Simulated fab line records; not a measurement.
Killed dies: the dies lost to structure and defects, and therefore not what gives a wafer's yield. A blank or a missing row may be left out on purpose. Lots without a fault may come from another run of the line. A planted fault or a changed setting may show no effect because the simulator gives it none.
2 desks, one fault    flow sky130    every desk sees just its own numbers, and what lay behind them comes last

== THE TOOL OWNER'S DESK: rie si-02 ==
The tool's own readings at SKY_FIELD_ISO_ETCH_17 (etches Si in HBr/Cl2/O2, target depth 342 nm, time 97.7 s): means of the sampled wafers that have a number, for each lot that ran on this tool. A lot is out of limits, marked OUT, if its mean lies more than 4 standard deviations from the usual mean; the brackets give that distance.
Columns: A = drypump motor current A at SKY_FIELD_ISO_ETCH_17, usual 5.6 A; B = oes product au at SKY_FIELD_ISO_ETCH_17, usual 1.001 a.u.; C = rf fwd power W at SKY_FIELD_ISO_ETCH_17, usual 596.5 W; D = throttle valve pct at SKY_FIELD_ISO_ETCH_17, usual 25.656 %
lot   first seen here  A    B                C      D
L246  day 2 10:34      6.2  0.990            597.4  25.665
L257  day 4 20:25      5.4  0.993            599.0  25.659
L258  day 5 00:58      5.8  1.134 (+14) OUT  595.9  25.572 (-8.4) OUT
L259  day 5 07:19      5.8  1.140 (+15) OUT  598.3  25.573 (-8.3) OUT
Finding of this desk: L258, L259 out of limits; the first was L258 at day 5 00:58, on oes product au at SKY_FIELD_ISO_ETCH_17. L246, L257 stayed within limits.

== FROM THE METROLOGY DESK ==
Lot by lot, what the gauges showed, no matter which tool ran the lot: averages of those sampled wafers that carry a number. A lot is out of limits, marked OUT, if its mean lies more than 4 standard deviations from the usual mean; the brackets give that distance.
Columns: A = cd nm at SKY_FIELD_ISO_CD_MEAS_13, usual 150.1 nm; B = FIELD_ISO_OXIDATION_01_THK at SKY_FIELD_ISO_THK_MEAS_23, usual 9.93 nm; C = FIELD_ISO_CVD_24_THK at SKY_FIELD_ISO_THK_MEAS_25, usual 597 nm
lot   first seen here  A      B      C
L246  day 2 10:16      148.4  10.20  591
L248  day 2 20:37      151.1  9.75   600
L257  day 4 20:07      150.7  10.27  604
L258  day 5 00:39      148.6  9.92   588
L259  day 5 07:01      149.8  9.75   603
L261  day 5 16:34      149.7  9.93   595
This desk's verdict: no lot among the 6 shows anything out of limits.

== ALL TOGETHER ==
At day 5 00:58, on L258, L259, the tool owner's desk was in a position to raise an alarm.
From the metrology desk's view, nothing was out of limits.
The metrology desk has L258, L259 on record, within its limits.
The lots listed all ran SKY_FIELD_ISO_ETCH_17 on rie si-02.

== WHAT HAD BEEN PUT IN BY THE SIMULATOR ==
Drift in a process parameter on rie si-02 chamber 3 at SKY_FIELD_ISO_ETCH_17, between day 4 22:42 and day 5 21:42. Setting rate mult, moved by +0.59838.
Shown lots that were struck: L258, L259.
How many hours passed from the start of the fault until each desk's first out-of-limits reading: the tool owner's desk, 2.
